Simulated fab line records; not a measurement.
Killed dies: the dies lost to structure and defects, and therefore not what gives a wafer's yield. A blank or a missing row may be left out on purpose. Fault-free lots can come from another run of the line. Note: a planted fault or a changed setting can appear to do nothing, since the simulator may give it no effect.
2 desks, one fault :: flow sky130 :: what lay behind the numbers comes last; until then each desk has only its own

## FROM THE METROLOGY DESK
Means of the sampled wafers that have a number, per lot and without regard to the tool the lot ran on: this is what the gauges read. Any lot whose mean is over 4 standard deviations away from the usual mean is out of limits and marked OUT; that distance is given in the brackets.
Columns: A = VIA3_BOW at SKY_VIA3_BOW_MEAS_03, usual 82 um; B = CAP2M_TIN_RS at SKY_CAP2M_RS_MEAS_03, usual 6.89 ohm/sq
lot: L970
first seen here: day 38 15:38
A: 82
B: 6.84

lot: L971
first seen here: day 39 15:01
A: 82
B: 6.86

lot: L972
first seen here: day 39 16:07
A: 80
B: 6.85

lot: L973
first seen here: day 39 17:55
A: 88
B: 6.93

lot: L975
first seen here: day 40 10:52
A: 79
B: 6.80

lot: L978
first seen here: day 41 12:27
A: 80
B: 6.84

lot: L980
first seen here: day 41 21:15
A: 81
B: 6.99

lot: L979
first seen here: day 41 22:10
A: 72
B: 6.92

lot: L981
first seen here: day 42 02:38
A: 87
B: 6.85

lot: L985
first seen here: day 43 10:34
A: 82
B: 6.93

lot: L986
first seen here: day 43 15:24
A: 91
B: 6.99

lot: L990
first seen here: day 44 13:02
A: 72
B: 6.92
This desk's finding: nothing out of limits on any of the 12 lots.

## AT THE TOOL OWNER'S DESK: pvd sputter-01
The tool's own readings at SKY_METAL1_SPUTTER_02 (material AlCu, target thk 250 nm, time 13.3 s): means of the sampled wafers that have a number, for each lot that ran on this tool. Any lot whose mean is over 4 standard deviations away from the usual mean is out of limits and marked OUT; that distance is given in the brackets.
Columns: A = cathode dc power W at SKY_METAL1_SPUTTER_02, usual 10600 W; B = throttle valve pct at SKY_METAL1_SPUTTER_02, usual 30.1 %
lot: L973
first seen here: day 32 21:53
A: 10600
B: 29.9

lot: L975
first seen here: day 33 16:03
A: 10598
B: 30.1

lot: L978
first seen here: day 34 20:04
A: 10600
B: 29.9

lot: L980
first seen here: day 35 05:24
A: 10601
B: 30.1

lot: L985
first seen here: day 37 00:06
A: 10598
B: 29.7

lot: L986
first seen here: day 37 05:33
A: 10599
B: 29.3

lot: L990
first seen here: day 38 07:55
A: 10600
B: 29.3
This desk's finding: nothing out of limits on any of the 7 lots.

## TAKEN TOGETHER
The metrology desk saw nothing out of limits.
Nothing out of limits was seen by the tool owner's desk.

## WHAT THE SIMULATOR HAD INSERTED
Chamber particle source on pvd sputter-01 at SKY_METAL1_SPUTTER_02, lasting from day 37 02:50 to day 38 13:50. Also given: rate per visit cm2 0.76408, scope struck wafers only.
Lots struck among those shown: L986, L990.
